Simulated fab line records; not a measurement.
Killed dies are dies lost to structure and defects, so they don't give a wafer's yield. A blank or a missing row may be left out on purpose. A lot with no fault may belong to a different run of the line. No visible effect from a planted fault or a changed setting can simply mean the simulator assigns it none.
A struck lot beside a sound one || flow sfq_line || 14 steps out of a route of 325
Sound: these wafers, L470.2, L470.3, L470.6. Struck: wafer L461.6. (L461.1 of the same lot was not struck and is left out.) The cause comes at the end.
Each step with rows lists, per side, the tool, then ch with its chambers, then its first start. Under that, the readings that differ: sound wafers || struck wafers || difference of the means || sigmas: that difference in standard deviations of wafers without a fault.
alike: readings whose means differ by less than 2 such deviations, and words and numbers that are the same on both sides. not compared: withheld readings, readings that some wafer has no value for, bounds like >300 that may hide the same value, and numbers for which the record gives no deviation and whose values overlap.
The two part at a step that has a row with sigmas, a row that says differs or no value, or rows on one side only. Non-overlapping numbers with no deviation appear without sigmas and do not part them. Lack of a reading on every wafer of one side parts them only where that side has two or more wafers.

first, 2 steps without rows for these wafers: SFQ_TRILAYER_I2_VIA_STRIP_SOLV_CLEAN_072 (cleans in NMP, time 600 s); SFQ_TRILAYER_M3_DEP_PRE_CLEAN_074 (time 22.5 s).
SFQ_TRILAYER_M3_DEP_SPUTTER_073: material Nb, target thk 200 nm, time 133.3 s.
  sound on pvd_sputter-06, day 37 13:45; struck on pvd_sputter-04, day 32 19:48
  alike: resputter_cathode_voltage_v, throttle_valve_pct
SFQ_M3_RS_MEAS_919: the measuring method here is four-point-probe.
  sound on film_metro-04, day 37 13:52; struck on film_metro-04, day 32 19:53
  alike: M3_NB_RS
then, 6 steps without rows for these wafers: SFQ_TRILAYER_M3_LITHO_COAT_080 (resist thk 62 nm); SFQ_TRILAYER_M3_LITHO_COAT_075 (resist thk 600 nm); SFQ_TRILAYER_M3_LITHO_SOFTBAKE_079; SFQ_TRILAYER_M3_LITHO_EXPOSE_076 (exposes mask M3, target cd 500 nm); SFQ_TRILAYER_M3_LITHO_PEB_078 (peb time 60 s); SFQ_TRILAYER_M3_LITHO_DEVELOP_077 (time 60 s).
-- the record jumps here: 6 days lie between the struck wafers' starts before and after --
SFQ_M3_OVL_MEAS_921:
  sound on overlay-01, day 44 01:14; struck on overlay-02, day 39 03:00
  alike: M3_OVL
SFQ_TRILAYER_M3_BARC_OPEN_METAL_ETCH_100: etches BARC in O2, target depth 125 nm, time 41.7 s.
  sound on rie_metal-02 ch 0,1, day 44 01:16; struck on rie_metal-01 ch 0, day 39 03:02
{"reading": "model.KrF_of_TRILAYER_M3_LITHO_COAT_075.thk_nm (nm)", "sound": "524.6 524.3 524.3", "struck": 544.3, "difference": "+19.9", "sigmas": ""}
  alike: drypump_motor_current_A, oes_product_au
  not compared: rf_hours_counter_h
SFQ_TRILAYER_M3_ETCH_METAL_ETCH_078: etches Nb in Cl2/Ar, stops on SiO2, target depth 240 nm, time 120 s.
  sound on rie_metal-02 ch 0,1, day 44 01:19; struck on rie_metal-01 ch 0, day 39 03:06
{"reading": "model.KrF_of_TRILAYER_M3_LITHO_COAT_075.thk_nm (nm)", "sound": "381.8 381.3 383.5", "struck": 401.6, "difference": "+19.4", "sigmas": ""}
  alike: drypump_motor_current_A, oes_product_au
  not compared: rf_hours_counter_h
SFQ_TRILAYER_M3_STRIP_STRIP_079: strips in O2.
  sound on rie_metal-02 ch 0,1, day 44 01:26; struck on rie_metal-01 ch 0, day 39 03:13
  alike: drypump_motor_current_A, oes_product_au
  not compared: rf_hours_counter_h

WHERE THEY PART
Nowhere in this record.

WHY: what had been put in by the simulator
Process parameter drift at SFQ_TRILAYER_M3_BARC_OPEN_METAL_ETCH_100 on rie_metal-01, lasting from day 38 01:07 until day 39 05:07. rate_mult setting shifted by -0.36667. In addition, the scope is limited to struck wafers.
